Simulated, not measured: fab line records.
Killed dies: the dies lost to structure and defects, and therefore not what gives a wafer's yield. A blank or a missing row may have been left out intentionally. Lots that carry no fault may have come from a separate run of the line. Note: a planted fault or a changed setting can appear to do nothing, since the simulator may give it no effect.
fab line records	flow sky130
[record] lots = 6	wafers = 18	last_day = 49
route steps=708 shown LI_CONTACT@364 PAD_OPEN@708
lots that met no fault: taken from a fault-free run of the same line
start_h: start of the lot's first displayed wafer, in hours after the record's first day	wait_h: hours from the lot's prior step to this one	" identical to the entry in the row above	L1.1+2: one row covering several wafers at once	- no value present, or no start provided	* or withheld: withheld	< > ~ a bound
route shown NAME@n: names a module that has steps shown in the file, with the first one's number in the route	usual: mean and standard deviation over wafers with no fault	same: alike in all rows	chamber/n: place in a boat	sites: readings site by site	_std_site: their standard deviation	_edge_site: inner sites' mean taken away from outer sites' mean	radius_mm: for every site, how far away it sits from the centre of the wafer	mask NAME#n: copy n	behind: the last tool/chamber to shape the wafer	hold: cause of the lot's hold/its duration in hours/its outcome	device: names the non-switching transistor (n, p or np)	end of line: the same wafers' tests at the end of the route	a step without rows: its recipe alone	killed: the dies lost at the first sort to structure and to defects; this is not the yield of the wafer	map: shows each die of a wafer: x if killed, . if not, _ if none is there
set.NAME: the setting that was run; set.NAME@STEP: the one run at that earlier step	model.NAME: the simulator's own value behind a step, which no gauge read
lots seen at some steps along the route; tables by step, rows by wafer
services: from which hour (start_h, from the record's first day; less than 0 if before it) a tool's chamber was out of use, for how many hours, and why
[[steps]]
[step SKY_LI_CONTACT_CMP_02]
[recipe] material = PSG	down_force_psi = 4	platen_rpm = 60	pad_velocity_m_s = 0.94248
[usual] motor_current_A = 11.4/0.93	time_to_endpoint_s = 32.0/2.4
lot.wafer	tool	chamber	start_h	wait_h	motor_current_A	time_to_endpoint_s
L949.3	cmp-01	2	659.93	0.1	10.7	34.6
L949.1	"	3	"	"	10.8	36.0
L949.5	"	2	"	"	11.2	33.8
L950.4	cmp-01	3	668.66	0.2	10.4	35.0
L950.5	"	0	"	"	12.7	34.9
L950.6	"	1	"	"	11.7	35.6
L951.1	cmp-02	2	678.99	0.1	12.8	29.0
L951.3	"	0	"	"	11.6	32.7
L951.5	"	3	"	"	11.3	34.5
L961.2	cmp-01	3	757.51	0.3	10.3	30.1
L961.3	"	1	"	"	11.6	30.2
L961.5	"	0	"	"	12.3	30.8
L963.4	cmp-01	3	779.85	0.1	10.6	33.2
L963.3	"	1	"	"	11.5	34.7
L963.5	"	3	"	"	9.7	33.7
L969.2	cmp-01	2	812.20	0.3	11.2	29.4
L969.4	"	3	"	"	10.5	33.6
L969.6	"	3	"	"	10.5	32.2
[step SKY_LI_CONTACT_BOW_MEAS_03]
[recipe] mode = bow
[usual] LI_CONTACT_BOW = 57/6.6
lot.wafer	tool	chamber	start_h	wait_h	LI_CONTACT_BOW[um]
L949.1	film_metro-01	-	660.18	0.1	65
L949.3	"	-	"	"	61
L949.5	"	-	"	"	67
L950.4	film_metro-02	-	668.87	0.2	53
L950.5	"	-	"	"	51
L950.6	"	-	"	"	62
L951.1	film_metro-03	-	679.29	0.2	49
L951.3	"	-	"	"	56
L951.5	"	-	"	"	52
L961.2	film_metro-01	-	757.83	0.3	56
L961.3	"	-	"	"	59
L961.5	"	-	"	"	51
L963.3	film_metro-03	-	780.19	0.2	39
L963.4	"	-	"	"	61
L963.5	"	-	"	"	51
L969.2	film_metro-03	-	812.52	0.3	65
L969.4	"	-	"	"	57
L969.6	"	-	"	"	51
[step SKY_LI_CONTACT_DEHYDRATE_04]
[recipe] temp_c = 200	time_s = 60
[step SKY_LI_CONTACT_HMDS_05]
[recipe] prime_time_s = 60	prime_temp_c = 120
[step SKY_LI_CONTACT_COAT_06]
[recipe] resist = BARC	temp_c = withheld	time_s = withheld	spin_rpm = 3000	resist_thk_nm = 60
[step SKY_LI_CONTACT_COAT_07]
[recipe] resist = KrF-thick	spin_rpm = 3000	resist_thk_nm = 450
[step SKY_LI_CONTACT_SOFTBAKE_08]
[recipe] temp_c = 100	time_s = 90	resist = KrF-thick
[step SKY_LI_CONTACT_EXPOSE_09]
[recipe] mask_id = LICM1	na = 0.8	source_shape = annular	sigma_inner = 0.55	sigma_outer = 0.85	target_cd_nm = 170	dose_mj = 38
[step SKY_LI_CONTACT_PEB_10]
[recipe] peb_temp_c = withheld	peb_time_s = withheld	resist = KrF-thick
[step SKY_LI_CONTACT_DEVELOP_11]
[recipe] develop_time_s = 60	resist = KrF-thick	dev_temp_c = 21
[step SKY_LI_CONTACT_CD_MEAS_12]
[recipe] target_cd_nm = 170
[usual] cd_nm = 170.0/1.6
lot.wafer	tool	chamber	start_h	wait_h	cd_nm
L949.1	cd_sem-01	-	688.82	-	170.7
L949.3	"	-	"	"	171.0
L949.5	"	-	"	"	170.1
L950.4	cd_sem-01	-	696.48	-	168.5
L950.5	"	-	"	"	168.4
L950.6	"	-	"	"	168.1
L951.1	cd_sem-02	-	706.79	-	168.0
L951.3	"	-	"	"	168.3
L951.5	"	-	"	"	168.7
L961.2	cd_sem-02	-	784.86	-	168.3
L961.3	"	-	"	"	168.0
L961.5	"	-	"	"	168.1
L963.3	cd_sem-01	-	806.97	-	170.1
L963.4	"	-	"	"	170.6
L963.5	"	-	"	"	171.3
L969.2	cd_sem-01	-	838.81	-	171.7
L969.4	"	-	"	"	171.7
L969.6	"	-	"	"	170.2
[step SKY_LI_CONTACT_OVL_MEAS_13]
[usual] LI_CONTACT_OVL = -1/6
lot.wafer	tool	chamber	start_h	wait_h	LI_CONTACT_OVL[nm]
L949.1	overlay-02	-	688.94	0.1	-7
L949.3	"	-	"	"	-7
L949.5	"	-	"	"	-9
L950.4	overlay-01	-	696.55	0.1	-1
L950.5	"	-	"	"	-3
L950.6	"	-	"	"	3
L951.1	overlay-02	-	706.91	0.1	-8
L951.3	"	-	"	"	-8
L951.5	"	-	"	"	-7
L961.2	overlay-01	-	784.97	0.1	10
L961.3	"	-	"	"	-3
L961.5	"	-	"	"	-4
L963.3	overlay-02	-	807.06	0.1	-15
L963.4	"	-	"	"	-17
L963.5	"	-	"	"	-14
L969.2	overlay-01	-	838.92	0.1	10
L969.4	"	-	"	"	12
L969.6	"	-	"	"	12
[step SKY_LI_CONTACT_ETCH_14]
[recipe] chemistry = N2/H2	target = BARC	ion_energy_ev = 200	source_w = 500	bias_w = 100	pressure_mtorr = 30	n2_flow_sccm = 100	h2_flow_sccm = 200	stop_on = SiO2	time_s = 45.9	target_depth_a = 600
[usual] drypump_motor_current_A = 5.8/0.46	n2_flow_sccm = 100.0/0.32	oes_product_au = 0.854/0.0051	run_length_s = 74.5/0.45	throttle_valve_pct = 13.224/0.0086
lot.wafer	tool	chamber	start_h	wait_h	drypump_motor_current_A	n2_flow_sccm	oes_product_au	rf_hours_counter_h	run_length_s	throttle_valve_pct	model.KrF-thick_of_LI_CONTACT_COAT_07.thk_nm	model.etch.depth_nm	model.LI_CONTACT.cd_nm
L949.1	rie_diel-04	1	688.97	0.0	6.6	100.1	0.862	3	74.5	13.225	390.6	60.14	171.1
L949.3	"	3	"	"	6.0	100.2	0.857	40	74.1	13.224	389.9	60.19	170.4
L949.5	"	1	"	"	6.6	100.5	0.857	-	74.1	13.225	390.3	60.13	170.2
L950.4	rie_diel-04	1	696.59	0.0	6.6	99.5	1.005	-	53.2	13.232	411.9	42.04	164.5
L950.5	"	0	"	"	5.5	100.6	1.010	-	53.4	13.244	411.9	42.84	164
L950.6	"	3	"	"	6.0	99.7	0.997	-	53.1	13.235	411.7	41.99	163.7
L951.1	rie_diel-04	0	706.95	0.0	5.5	99.5	1.007	11	53.4	13.240	411.5	42.54	164.4
L951.3	"	1	"	"	6.6	99.8	0.982	3	53.0	13.251	412.9	41.31	164.6
L951.5	"	1	"	"	6.6	99.8	0.996	-	53.3	13.248	412.3	41.77	164.6
L961.2	rie_diel-02	1	785.00	0.0	6.0	100.1	0.863	22	74.2	13.207	394.1	60	168.9
L961.3	"	3	"	"	6.0	99.9	0.854	14	73.6	13.223	390	59.92	166.9
L961.5	"	0	"	"	4.8	99.9	0.859	-	74.9	13.222	392.8	59.89	167.5
L963.3	rie_diel-02	0	807.08	0.0	4.8	100.0	0.860	8	74.8	13.230	393.2	59.96	169.9
L963.4	"	0	"	"	4.8	99.9	0.854	-	74.2	13.226	392.3	59.93	171.1
L963.5	"	2	"	"	5.8	100.0	0.848	-	75.1	13.227	394	60.03	171.6
L969.2	rie_diel-02	1	838.95	0.0	5.9	99.9	0.855	23	74.3	13.213	392.9	59.65	172.9
L969.4	"	2	"	"	5.8	100.3	0.847	-	74.8	13.224	393.3	59.63	172.4
L969.6	"	3	"	"	6.0	100.1	0.854	-	73.6	13.230	391.5	59.61	170.3
[step SKY_LI_CONTACT_ETCH_15]
[recipe] target = PSG	chemistry = C4F8/O2/Ar	stop_on = Si	taper_deg = 4.15	mask_material = KrF-thick	source_w = 1500	bias_w = 1200	pressure_mtorr = 40	c4f8_flow_sccm = withheld	O2_flow_sccm = 6	Ar_flow_sccm = 300	time_s = withheld	target_depth_a = 6000
[usual] oes_product_au = 0.837/0.0046
lot.wafer	tool	chamber	start_h	wait_h	oes_product_au	model.KrF-thick_of_LI_CONTACT_COAT_07.thk_nm	model.LI_CONTACT.cd_nm
L949.1	rie_diel-04	1	689.01	0.0	0.838	227.7	171.4
L949.3	"	3	"	"	0.840	227	169.8
L949.5	"	1	"	"	0.830	226.9	170.8
L950.4	rie_diel-04	1	696.66	0.0	0.836	251	164.9
L950.5	"	0	"	"	0.825	247.8	163.9
L950.6	"	3	"	"	0.840	249.6	163.4
L951.1	rie_diel-04	0	706.99	0.0	0.839	246.2	163.7
L951.3	"	1	"	"	0.842	253.5	164.5
L951.5	"	1	"	"	0.835	251.1	164.1
L961.2	rie_diel-02	1	785.04	0.0	0.839	236.3	168.2
L961.3	"	3	"	"	0.826	225.6	167.2
L961.5	"	0	"	"	0.840	231.7	168.9
L963.3	rie_diel-02	0	807.13	0.0	0.842	232.1	170.8
L963.4	"	0	"	"	0.840	233	172.1
L963.5	"	2	"	"	0.839	235.3	171.8
L969.2	rie_diel-02	1	838.99	0.0	0.831	233	172.5
L969.4	"	2	"	"	0.842	230.7	172.8
L969.6	"	3	"	"	0.834	226.3	171
[step SKY_LI_CONTACT_STRIP_16]
[recipe] chemistry = O2/N2	power_w = 1400	pressure_mtorr = 1500	platen_temp_c = withheld	o2_flow_sccm = 3000	n2_flow_sccm = 300	overash_fraction = 0.5
[usual] drypump_motor_current_A = 5.69/0.16	n2_flow_sccm = 299.9/0.8	o2_flow_sccm = 3001/9.1	oes_product_au = 0.374/0.0043	strip_time_to_endpoint_s = 3.48/0.032
lot.wafer	tool	chamber	start_h	wait_h	drypump_motor_current_A	n2_flow_sccm	o2_flow_sccm	oes_product_au	rf_hours_counter_h	strip_time_to_endpoint_s
L949.1	plasma_asher-02	0	689.10	-	5.63	298.7	2984	0.380	57	3.45
L949.3	"	1	"	"	5.64	298.8	3002	0.373	-	3.45
L949.5	"	1	"	"	5.63	299.0	3013	0.371	-	3.43
L950.4	plasma_asher-03	0	696.73	-	5.54	298.2	3003	0.384	-	3.70
L950.5	"	0	"	"	5.53	298.7	3004	0.381	-	3.66
L950.6	"	1	"	"	5.91	299.7	3008	0.377	-	3.69
L951.1	plasma_asher-03	0	707.07	-	5.53	299.1	3003	0.384	25	3.66
L951.3	"	1	"	"	5.88	299.3	3008	0.387	-	3.74
L951.5	"	1	"	"	5.92	299.5	3000	0.384	-	3.70
L961.2	plasma_asher-03	0	785.12	-	5.51	299.9	2993	0.379	32	3.55
L961.3	"	1	"	"	5.89	300.5	3028	0.374	-	3.42
L961.5	"	1	"	"	5.92	300.2	3009	0.374	-	3.49
L963.3	plasma_asher-03	1	807.25	-	5.90	300.9	3018	0.375	-	3.51
L963.4	"	0	"	"	5.53	300.1	2994	0.371	-	3.53
L963.5	"	1	"	"	5.93	299.3	3015	0.371	-	3.54
L969.2	plasma_asher-01	0	839.07	-	5.95	299.3	2996	0.373	10	3.52
L969.4	"	0	"	"	5.94	298.9	3004	0.367	-	3.47
L969.6	"	0	"	"	5.96	298.9	2986	0.374	-	3.43
[step SKY_LI_CONTACT_CLEAN_17]
[recipe] chemistry = NMP	time_s = 600	temp_c = 60	dry = n2_spin
[step SKY_PAD_OPEN_PROBE_99]
[usual] killed_at_M0_to_M3 = 44/7.2	killed_at_M4_up = 3.0/1.9	killed_at_contacts = 25/4.8	killed_at_front_end = 16/4.2	killed_at_other = 0.2/0.44	killed_dies = 88/9.3	killed_open = 48/7.1	killed_short = 40/6.5
[same] gross_dies = 492	killed_at_back_side = 0
lot.wafer	tool	chamber	start_h	wait_h	killed_at_M0_to_M3	killed_at_M4_up	killed_at_contacts	killed_at_front_end	killed_at_other	killed_dies	killed_open	killed_short	model.etest.licon_pdiff.rc_ohm	model.etest.licon_high_po.rc_ohm	model.etest.licon_ndiff.rc_ohm	model.etest.sonos_uncharged.r_on_ohm_um	model.etest.licon_poly.rc_ohm
L949.1	prober-02	-	1083.50	0.1	50	2	24	13	0	89	46	43	595	349.4	180.6	800.1	151.7
L949.3	prober-02	-	1083.60	0.2	48	3	21	16	0	88	52	36	590.6	346.3	181.4	813.1	147.1
L949.5	prober-02	-	1083.70	0.2	48	5	20	12	0	85	43	42	559.2	356.5	175.5	797	145.9
L950.4	prober-01	-	1086.81	0.2	35	1	21	10	1	68	40	28	645.4	383.6	209.4	834.9	173.6
L950.5	prober-01	-	1086.86	0.2	21	3	30	19	0	73	38	35	646.5	382.1	214.6	810.3	172.6
L950.6	prober-01	-	1086.91	0.2	49	3	34	19	0	105	55	50	661.9	377.8	210.7	827	169.8
L951.1	prober-01	-	1099.91	0.1	52	2	22	21	0	97	53	44	651	373.7	189.2	819.3	163.5
L951.3	prober-01	-	1100.01	0.2	52	2	23	14	0	91	47	44	704	392.7	212.3	850.7	165.4
L951.5	prober-01	-	1100.11	0.2	53	3	31	14	1	102	63	39	653.3	395.9	213.3	819.4	173
L961.2	prober-02	-	1153.54	0.1	49	1	30	18	2	100	51	49	622.5	349.3	184.5	803.8	162
L961.3	prober-02	-	1153.59	0.2	31	3	25	21	1	81	44	37	586.7	341.1	185.3	803	148.8
L961.5	prober-02	-	1153.69	0.2	45	3	27	20	0	95	61	34	612.4	345.8	185.2	821.4	151.3
L963.3	prober-02	-	1166.25	0.2	50	4	21	15	0	90	49	41	575.3	346.4	181.6	800.4	145.8
L963.4	prober-02	-	1166.30	0.2	35	3	29	21	1	89	50	39	588.6	324.3	178.3	839.8	155.8
L963.5	prober-02	-	1166.35	0.2	40	1	27	12	0	80	42	38	583.3	353.4	178.7	813.3	151.5
L969.2	prober-01	-	1187.38	0.1	37	5	24	11	0	77	42	35	577.4	349.2	179.9	818.1	147.5
L969.4	prober-01	-	1187.48	0.2	46	9	16	13	0	84	44	40	569.8	338.3	181.8	799.6	144.7
L969.6	prober-01	-	1187.58	0.2	43	1	23	20	0	87	47	40	582.6	342.6	183.4	823.1	141.4
// killed by level:class
L949.1 VIA1:geometric_particle:open=13 LI_CONTACT:geometric_particle:open=9 METAL2:geometric_particle:short=8 CONTACT:geometric_particle:open=5 VIA1:geometric_particle:short=5 METAL1:geometric_particle:short=5 VIA3:geometric_particle:open=5 LOCAL_INTERCONNECT:geometric_particle:short=4
L949.3 VIA1:geometric_particle:open=10 VIA3:geometric_particle:open=7 VIA1:geometric_particle:short=7 VIA2:geometric_particle:open=7 FIELD_ISO:geometric_particle:open=6 CONTACT:geometric_particle:open=6 LI_CONTACT:geometric_particle:open=4 CONTACT:geometric_particle:short=4
L949.5 VIA1:geometric_particle:open=12 CONTACT:geometric_particle:open=8 METAL1:geometric_particle:short=7 VIA3:geometric_particle:open=7 VIA1:geometric_particle:short=6 METAL2:geometric_particle:short=6 FIELD_ISO:geometric_particle:short=5 LI_CONTACT:geometric_particle:open=5
L950.4 CONTACT:geometric_particle:open=9 VIA1:geometric_particle:open=7 METAL2:geometric_particle:short=7 CONTACT:geometric_particle:short=6 VIA2:geometric_particle:open=6 VIA3:geometric_particle:open=4 POLY_GATE:geometric_particle:open=3 METAL1:geometric_particle:short=3
L950.5 CONTACT:geometric_particle:open=10 LI_CONTACT:geometric_particle:open=8 LOCAL_INTERCONNECT:geometric_particle:short=6 FIELD_ISO:geometric_particle:short=5 POLY_GATE:geometric_particle:short=5 POLY_CUT:geometric_particle:open=4 METAL2:geometric_particle:short=4 FIELD_ISO:geometric_particle:open=3
L950.6 CONTACT:geometric_particle:open=11 VIA1:geometric_particle:open=10 CONTACT:geometric_particle:short=9 METAL2:geometric_particle:short=8 LI_CONTACT:geometric_particle:open=6 VIA3:geometric_particle:open=6 VIA2:geometric_particle:short=5 VIA2:geometric_particle:open=5
L951.1 VIA1:geometric_particle:open=14 VIA2:geometric_particle:short=7 LI_CONTACT:geometric_particle:open=7 CONTACT:geometric_particle:short=7 VIA2:geometric_particle:open=7 METAL2:geometric_particle:short=6 FIELD_ISO:geometric_particle:short=5 FIELD_ISO:geometric_particle:open=5
L951.3 VIA1:geometric_particle:open=11 METAL2:geometric_particle:short=11 CONTACT:geometric_particle:open=8 VIA3:geometric_particle:open=7 LI_CONTACT:geometric_particle:open=6 POLY_GATE:geometric_particle:short=5 VIA2:geometric_particle:open=5 POLY_GATE:geometric_particle:open=4
L951.5 CONTACT:geometric_particle:open=12 VIA1:geometric_particle:open=12 LI_CONTACT:geometric_particle:open=10 VIA2:geometric_particle:open=10 VIA3:geometric_particle:open=8 VIA1:geometric_particle:short=5 CONTACT:geometric_particle:short=5 METAL1:geometric_particle:short=5
L961.2 VIA1:geometric_particle:open=12 CONTACT:geometric_particle:open=12 POLY_GATE:geometric_particle:short=7 METAL2:geometric_particle:short=7 VIA1:geometric_particle:short=7 VIA2:geometric_particle:open=7 LOCAL_INTERCONNECT:geometric_particle:short=6 VIA3:geometric_particle:open=6
L961.3 CONTACT:geometric_particle:open=10 METAL2:geometric_particle:short=9 VIA1:geometric_particle:open=9 FIELD_ISO:geometric_particle:open=8 LI_CONTACT:geometric_particle:open=5 FIELD_ISO:geometric_particle:short=4 LOCAL_INTERCONNECT:geometric_particle:short=4 POLY_GATE:geometric_particle:short=3
L961.5 LI_CONTACT:geometric_particle:open=12 VIA2:geometric_particle:open=11 VIA1:geometric_particle:open=10 POLY_GATE:geometric_particle:open=7 METAL1:geometric_particle:short=5 VIA1:geometric_particle:short=5 FIELD_ISO:geometric_particle:short=4 METAL2:geometric_particle:short=4
L963.3 VIA1:geometric_particle:open=10 METAL1:geometric_particle:short=8 CONTACT:geometric_particle:open=8 FIELD_ISO:geometric_particle:open=6 VIA2:geometric_particle:open=6 LOCAL_INTERCONNECT:geometric_particle:short=6 VIA1:geometric_particle:short=5 VIA2:geometric_particle:short=5
L963.4 LI_CONTACT:geometric_particle:open=10 CONTACT:geometric_particle:open=8 FIELD_ISO:geometric_particle:open=7 VIA1:geometric_particle:open=7 FIELD_ISO:geometric_particle:short=6 VIA2:geometric_particle:open=6 CONTACT:geometric_particle:short=5 METAL1:geometric_particle:short=4
L963.5 VIA1:geometric_particle:open=12 CONTACT:geometric_particle:open=10 CONTACT:geometric_particle:short=7 METAL2:geometric_particle:short=5 METAL1:geometric_particle:short=5 VIA1:geometric_particle:short=5 VIA3:geometric_particle:open=5 FIELD_ISO:geometric_particle:short=4
L969.2 CONTACT:geometric_particle:open=11 VIA1:geometric_particle:open=8 VIA2:geometric_particle:open=6 METAL2:geometric_particle:short=6 METAL3:geometric_particle:short=6 LI_CONTACT:geometric_particle:open=4 LOCAL_INTERCONNECT:geometric_particle:short=4 METAL1:geometric_particle:short=4
L969.4 VIA1:geometric_particle:open=12 VIA1:geometric_particle:short=9 VIA2:geometric_particle:open=7 METAL4:geometric_particle:short=7 FIELD_ISO:geometric_particle:open=5 CONTACT:geometric_particle:short=5 METAL1:geometric_particle:short=4 CONTACT:geometric_particle:open=4
L969.6 METAL2:geometric_particle:short=10 FIELD_ISO:geometric_particle:open=9 LI_CONTACT:geometric_particle:open=8 CONTACT:geometric_particle:open=8 VIA3:geometric_particle:open=7 FIELD_ISO:geometric_particle:short=6 METAL1:geometric_particle:short=6 VIA2:geometric_particle:open=4
[[services]]
tool	chamber	start_h	hours	kind
plasma_asher-03	-	642.71	2.8	pm
plasma_asher-03	-	646.87	0.6	repair
plasma_asher-02	-	657.41	2.8	pm
rie_diel-04	2	677.80	-	clean
plasma_asher-01	-	701.64	20.0	pm
rie_diel-04	3	701.99	23.6	repair
cmp-01	-	714.75	5.1	repair
rie_diel-04	1	725.20	24.6	repair
plasma_asher-01	-	733.75	9.0	pm
plasma_asher-03	-	734.96	14.6	pm
plasma_asher-01	-	736.25	8.4	repair
cmp-02	-	744.00	4.0	pm
rie_diel-02	2	751.17	12.6	repair
cmp-02	-	755.60	2.5	repair
cmp-02	-	756.77	61.1	repair
cmp-02	-	767.53	1.0	repair
rie_diel-02	1	804.19	5.4	repair
cmp-02	-	806.56	2.3	repair
rie_diel-04	3	811.65	16.3	repair
cmp-02	-	817.88	5.0	pm
cmp-01	-	822.86	5.5	pm
rie_diel-02	1	826.38	1.7	repair
rie_diel-04	1	828.89	10.4	repair
rie_diel-02	0	838.41	8.5	repair
[[key]]
[first_sign] step = SKY_LI_CONTACT_ETCH_14	reading = run_length_s	direction = down	sigmas = 47	usual = *	struck = *
[effect] step = SKY_LI_CONTACT_ETCH_14	reading = oes_product_au	direction = up	sigmas = 28	usual = 0.854	struck = 1.000
[effect] step = SKY_LI_CONTACT_STRIP_16	reading = strip_time_to_endpoint_s	direction = up	sigmas = 6.5	usual = *	struck = *
[model_effect] step = SKY_LI_CONTACT_ETCH_14	value = KrF-thick_of_LI_CONTACT_COAT_07.thk_nm	without = 392	struck = 412
[model_effect] step = SKY_LI_CONTACT_ETCH_15	value = KrF-thick_of_LI_CONTACT_COAT_07.thk_nm	without = 229.9	struck = 249.9
[model_effect] step = SKY_PAD_OPEN_PROBE_99	value = etest.licon_pdiff.rc_ohm	without = 596	struck = 660.3
met_at SKY_LI_CONTACT_ETCH_14
struck_wafers L950.4,L950.5,L950.6,L951.1,L951.3,L951.5
tester_left_out L950,L951
onset_between 688.97 696.59
[fault] kind = process_parameter_drift	tool = rie_diel-04	chamber = -	onset_h = 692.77	steps = SKY_LI_CONTACT_ETCH_14	channel = time_s	offset = *	shape = step	end_h = 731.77	acts_in = *	stated = *
// tester_left_out: of these lots the tester's yield and bins aren't shown, on N5 and GAA mostly nor the transistor test; their killed dies are dies lost to structure and defects alone, not to doping, threshold or leakage, so they don't give the yield
